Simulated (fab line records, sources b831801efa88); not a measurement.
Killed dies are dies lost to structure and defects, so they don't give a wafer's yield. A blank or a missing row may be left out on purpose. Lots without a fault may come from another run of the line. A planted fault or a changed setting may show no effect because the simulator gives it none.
fab line records | flow sky130
record lots=6 wafers=18 last_day=49
route steps=708 shown VIA2@509
lots that met no fault: from a run of the same line without faults
start_h: hours from the record's first day to the start of the lot's first wafer shown | wait_h: hours since the lot's step before | " the same as in the row above | L1.1+2: a row that stands for several wafers | - no value, or no start given | * or withheld: withheld | < > ~ a bound
route shown NAME@n: a module of which the file shows steps, and the number in the route of the first | usual: mean/standard deviation of fault-free wafers | same: alike in all rows | chamber/n: place in a boat | sites: the reading at each site | _std_site: their standard deviation | _edge_site: outer sites' mean less inner sites' | radius_mm: how far each site lies from the wafer's centre | mask NAME#n: copy n | behind: the tool/chamber that last shaped the wafer | hold: why the lot was held/for how many hours/how that ended | device: the transistor (n, p or np) that didn't switch | end of line: the same wafers' tests at the end of the route | a step without rows: its recipe alone | killed: dies lost to structure and defects at the first sort, not the wafer's yield | map: a wafer's dies, x killed, . not, _ none there
set.NAME: the setting as run; set.NAME@STEP: as run at that earlier step | model.NAME: the simulator's own value behind a step, which no gauge read
lots at some steps of the route; a table a step, a row a wafer
services: from which hour (start_h, from the record's first day; less than 0 if before it) a tool's chamber was out of use, for how many hours, and why
## steps
# step SKY_VIA2_CMP_02
# recipe material=SiO2 down_force_psi=4 platen_rpm=60 pad_velocity_m_s=0.94248
# usual motor_current_A=12.0/0.98
# columns lot.wafer tool chamber start_h wait_h motor_current_A
L331.3 cmp-02 2 824.86 0.1 10.3
L331.4 " 0 " " 13.0
L331.6 " 1 " " 12.5
L337.3 cmp-02 0 869.57 0.1 13.1
L337.1 " 1 " " 12.5
L337.4 " 2 " " 10.3
L339.1 cmp-01 3 888.12 0.1 11.8
L339.2 " 0 " " 10.5
L339.3 " 1 " " 12.1
L340.1 cmp-02 1 892.90 0.1 11.7
L340.2 " 3 " " 12.9
L340.4 " 0 " " 12.5
L345.1 cmp-02 0 961.12 0.1 12.2
L345.4 " 1 " " 12.5
L345.6 " 2 " " 10.7
L351.4 cmp-01 1 971.00 0.2 12.6
L351.1 " 3 " " 12.2
L351.6 " 2 " " 11.8
# step SKY_VIA2_BOW_MEAS_03
# recipe mode=bow
# usual VIA2_BOW=87/7.3
# columns lot.wafer tool chamber start_h wait_h VIA2_BOW[um]
L331.3 film_metro-03 - 825.15 0.2 82
L331.4 " - " " 92
L331.6 " - " " 85
L337.1 film_metro-03 - 869.96 0.3 80
L337.3 " - " " 89
L337.4 " - " " 89
L339.1 film_metro-03 - 888.42 0.2 76
L339.2 " - " " 81
L339.3 " - " " 80
L340.1 film_metro-01 - 893.20 0.2 82
L340.2 " - " " 86
L340.4 " - " " 86
L345.1 film_metro-02 - 961.32 0.1 82
L345.4 " - " " 81
L345.6 " - " " 80
L351.1 film_metro-01 - 971.30 0.1 98
L351.4 " - " " 107
L351.6 " - " " 102
# step SKY_VIA2_DEHYDRATE_04
# recipe temp_c=200 time_s=60
# step SKY_VIA2_HMDS_05
# recipe prime_time_s=60 prime_temp_c=120
# step SKY_VIA2_COAT_06
# recipe resist=BARC temp_c=withheld time_s=withheld spin_rpm=3000 resist_thk_nm=60
# step SKY_VIA2_COAT_07
# recipe resist=KrF-thick spin_rpm=3000 resist_thk_nm=450
# step SKY_VIA2_SOFTBAKE_08
# recipe temp_c=100 time_s=90 resist=KrF-thick
# step SKY_VIA2_EXPOSE_09
# recipe mask_id=VIM2 na=0.8 source_shape=annular sigma_inner=0.55 sigma_outer=0.85 target_cd_nm=200 dose_mj=38
# step SKY_VIA2_PEB_10
# recipe peb_temp_c=withheld peb_time_s=withheld resist=KrF-thick
# step SKY_VIA2_DEVELOP_11
# recipe develop_time_s=60 resist=KrF-thick dev_temp_c=21
# step SKY_VIA2_CD_MEAS_12
# recipe target_cd_nm=200
# usual cd_nm=200.0/1.5
# columns lot.wafer tool chamber start_h wait_h cd_nm
L331.3 cd_sem-01 - 851.44 - 198.0
L331.4 " - " " 198.7
L331.6 " - " " 199.0
L337.1 cd_sem-02 - 893.05 - 197.6
L337.3 " - " " 197.4
L337.4 " - " " 198.8
L339.1 cd_sem-02 - 910.95 - 199.7
L339.2 " - " " 199.6
L339.3 " - " " 197.8
L340.1 cd_sem-02 - 917.83 - 199.7
L340.2 " - " " 196.3
L340.4 " - " " 198.6
L345.1 cd_sem-02 - 984.95 - 201.4
L345.4 " - " " 200.2
L345.6 " - " " 199.8
L351.1 cd_sem-01 - 995.15 - 201.1
L351.4 " - " " 201.6
L351.6 " - " " 201.5
# step SKY_VIA2_OVL_MEAS_13
# usual VIA2_OVL=1/4.9
# columns lot.wafer tool chamber start_h wait_h VIA2_OVL[nm]
L331.3 overlay-01 - 851.53 0.1 1
L331.4 " - " " 9
L331.6 " - " " 3
L337.1 overlay-01 - 893.17 0.1 6
L337.3 " - " " 6
L337.4 " - " " 8
L339.1 overlay-02 - 911.07 0.1 -1
L339.2 " - " " -10
L339.3 " - " " -2
L340.1 overlay-02 - 917.95 0.1 4
L340.2 " - " " 1
L340.4 " - " " -1
L345.1 overlay-01 - 985.07 0.1 -3
L345.4 " - " " 3
L345.6 " - " " 3
L351.1 overlay-01 - 995.27 0.1 1
L351.4 " - " " 4
L351.6 " - " " 3
# step SKY_VIA2_ETCH_14
# recipe chemistry=N2/H2 target=BARC ion_energy_ev=200 source_w=500 bias_w=100 pressure_mtorr=30 n2_flow_sccm=100 h2_flow_sccm=200 stop_on=SiO2 time_s=45.9 target_depth_a=600
# usual bias_w=100.0/0.32 chamber_pressure_mTorr=29.997/0.026 drypump_motor_current_A=5.7/0.31 h2_flow_sccm=199.9/0.58 oes_product_au=0.854/0.0047 throttle_valve_pct=13.225/0.0085
# columns lot.wafer tool chamber start_h wait_h bias_w chamber_pressure_mTorr drypump_motor_current_A h2_flow_sccm oes_product_au rf_hours_counter_h throttle_valve_pct model.KrF-thick_of_VIA2_COAT_07.thk_nm
L331.3 rie_diel-04 0 851.56 0.0 100.5 29.976 5.4 199.9 0.868 9 13.214 393.5
L331.4 " 2 " " 100.5 29.973 6.2 199.6 0.864 2 13.224 391.8
L331.6 " 2 " " 100.3 30.011 6.2 199.4 0.857 - 13.237 393.6
L337.1 rie_diel-03 1 893.21 0.0 100.2 30.013 5.6 199.0 0.855 1 13.221 394.5
L337.3 " 0 " " 100.4 29.975 5.7 199.8 0.853 9 13.236 395.3
L337.4 " 0 " " 99.4 29.994 5.7 198.7 0.859 - 13.218 394.5
L339.1 rie_diel-03 3 911.11 0.0 - - - - - - - 435.4
L339.2 " 1 " " - - - - - - - 434.9
L339.3 " 0 " " - - - - - - - 434.6
L340.1 rie_diel-02 0 917.99 0.0 - - - - - - - 436.7
L340.2 " 3 " " - - - - - - - 436.4
L340.4 " 2 " " - - - - - - - 437.9
L345.1 rie_diel-02 0 985.11 0.0 99.9 30.007 5.1 200.5 0.853 9 13.224 395.1
L345.4 " 1 " " 99.5 29.962 5.7 200.8 0.861 6 13.218 393.9
L345.6 " 2 " " 99.5 29.980 5.7 199.4 0.860 - 13.206 394.2
L351.1 rie_diel-02 3 995.31 0.0 99.6 29.990 5.8 199.4 0.865 8 13.211 392.3
L351.4 " 2 " " 100.0 29.983 5.7 200.5 0.853 26 13.228 394.8
L351.6 " 1 " " 100.5 30.023 5.7 199.4 0.846 - 13.215 393.6
# step SKY_VIA2_ETCH_15
# recipe target=SiO2 chemistry=C4F8/O2/Ar target_depth_nm=546 stop_on=TiN mask_material=KrF-thick source_w=1500 bias_w=1200 pressure_mtorr=40 c4f8_flow_sccm=withheld O2_flow_sccm=6 Ar_flow_sccm=300 time_s=84
# usual bias_w=1200/3.8 chamber_pressure_mTorr=40.00/0.041 oes_product_au=0.939/0.0048
# columns lot.wafer tool chamber start_h wait_h bias_w chamber_pressure_mTorr oes_product_au rf_hours_counter_h model.KrF-thick_of_VIA2_COAT_07.thk_nm
L331.3 rie_diel-04 0 851.60 0.0 1198 40.06 0.938 9 283.5
L331.4 " 2 " " 1201 40.05 0.946 2 281.5
L331.6 " 2 " " 1202 39.95 0.946 - 284.4
L337.1 rie_diel-03 1 893.25 0.0 1210 39.97 0.934 1 285.4
L337.3 " 0 " " 1199 39.99 0.943 9 287.5
L337.4 " 0 " " 1194 39.95 0.940 - 287.3
L339.1 rie_diel-03 3 911.15 0.0 1198 39.97 0.380 20 329.1
L339.2 " 1 " " 1200 40.00 0.379 1 327.5
L339.3 " 0 " " 1201 40.00 0.368 9 328.5
L340.1 rie_diel-02 0 918.03 0.0 1196 39.98 0.370 6 327.7
L340.2 " 3 " " 1193 40.07 0.371 4 322.7
L340.4 " 2 " " 1198 40.10 0.366 22 326.9
L345.1 rie_diel-02 0 985.15 0.0 1196 40.00 0.938 9 289.9
L345.4 " 1 " " 1200 40.05 0.935 6 284
L345.6 " 2 " " 1202 40.03 0.936 - 284.3
L351.1 rie_diel-02 3 995.35 0.0 1193 40.02 0.932 8 279
L351.4 " 2 " " 1199 40.02 0.942 26 284.4
L351.6 " 1 " " 1211 40.03 0.934 - 282.1
# step SKY_VIA2_STRIP_16
# recipe chemistry=O2/N2 power_w=1400 pressure_mtorr=1500 platen_temp_c=withheld o2_flow_sccm=3000 n2_flow_sccm=300 overash_fraction=0.5
# usual drypump_motor_current_A=5.4/0.41 oes_product_au=0.400/0.0048 strip_time_to_endpoint_s=4.06/0.036
# columns lot.wafer tool chamber start_h wait_h drypump_motor_current_A oes_product_au rf_hours_counter_h strip_time_to_endpoint_s
L331.3 plasma_asher-01 0 851.70 0.1 5.3 0.402 - 4.05
L331.4 " 1 " " 5.4 0.391 - 4.03
L331.6 " 0 " " 5.2 0.400 - 4.06
L337.1 plasma_asher-03 0 893.31 0.0 4.8 0.405 16 4.06
L337.3 " 0 " " 4.8 0.402 - 4.10
L337.4 " 1 " " 5.8 0.395 - 4.08
L339.1 plasma_asher-02 1 911.21 0.0 5.5 0.411 110 4.53
L339.2 " 0 " " 5.8 0.426 110 4.51
L339.3 " 1 " " 5.6 0.414 - 4.52
L340.1 plasma_asher-03 0 918.09 0.0 4.8 0.409 18 4.51
L340.2 " 1 " " 5.9 0.422 18 4.46
L340.4 " 1 " " 5.9 0.418 - 4.51
L345.1 plasma_asher-01 0 985.22 0.0 5.2 0.400 52 4.11
L345.4 " 0 " " 5.2 0.400 - 4.07
L345.6 " 1 " " 5.3 0.396 - 4.05
L351.1 plasma_asher-03 0 995.41 0.0 4.9 0.398 26 4.01
L351.4 " 0 " " 4.8 0.400 - 4.06
L351.6 " 1 " " 5.9 0.399 - 4.04
# step SKY_VIA2_STRIP_17
# recipe chemistry=post_etch_residue_remover time_s=1200 temp_c=72.5
## services
# columns tool chamber start_h hours kind
plasma_asher-01 - 806.17 10.0 pm
rie_diel-02 1 807.67 - clean
rie_diel-02 1 807.67 20.0 scheduled_down
rie_diel-02 1 807.67 20.0 vent_cycle
cmp-02 - 812.98 4.3 repair
rie_diel-03 3 815.33 17.0 repair
cmp-01 - 817.42 1.1 repair
rie_diel-03 1 824.74 5.7 repair
plasma_asher-03 - 848.84 0.8 repair
cmp-01 - 862.20 1.0 repair
rie_diel-04 - 864.07 14.6 pm
rie_diel-03 2 884.18 3.3 repair
rie_diel-03 2 891.33 4.2 repair
rie_diel-03 - 908.74 0.5 repair
cmp-02 - 912.48 4.0 pm
rie_diel-04 - 920.11 7.0 repair
cmp-01 - 925.82 1.9 repair
rie_diel-03 1 935.51 2.7 repair
cmp-02 - 936.36 2.5 repair
rie_diel-03 - 954.04 1.1 repair
cmp-02 - 970.78 7.5 pm
rie_diel-02 0 973.59 4.4 repair
cmp-02 - 983.26 3.3 repair
cmp-02 - 986.04 0.6 repair
## key
first_sign step=SKY_VIA2_ETCH_14 reading=tool_record direction=missing
effect step=SKY_VIA2_ETCH_15 reading=oes_product_au direction=down sigmas=99+ usual=0.939 struck=0.372
effect step=SKY_VIA2_STRIP_16 reading=strip_time_to_endpoint_s direction=up sigmas=12 usual=* struck=*
model_effect step=SKY_VIA2_ETCH_14 value=KrF-thick_of_VIA2_COAT_07.thk_nm without=392.9 struck=436
model_effect step=SKY_VIA2_ETCH_15 value=KrF-thick_of_VIA2_COAT_07.thk_nm without=284 struck=327.1
met_at SKY_VIA2_ETCH_14
struck_wafers L339.1,L339.2,L339.3,L340.1,L340.2,L340.4
later_rows_left_out L339.1,L339.2,L339.3,L340.1,L340.2,L340.4
sort_left_out L339.1,L339.2,L339.3,L340.1,L340.2,L340.4
onset_between 893.21 911.11
fault kind=skipped_step_whole tool=rie_diel-02,rie_diel-03 chamber=- onset_h=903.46 steps=SKY_VIA2_ETCH_14 scope=struck_lots_only
# sort_left_out: the simulated sort isn't trusted on such a fault, so these wafers' sort isn't shown, and their yield isn't known
# later_rows_left_out: the simulator's readings of these wafers behind a module that went badly wrong aren't trusted and aren't shown, but for the sort
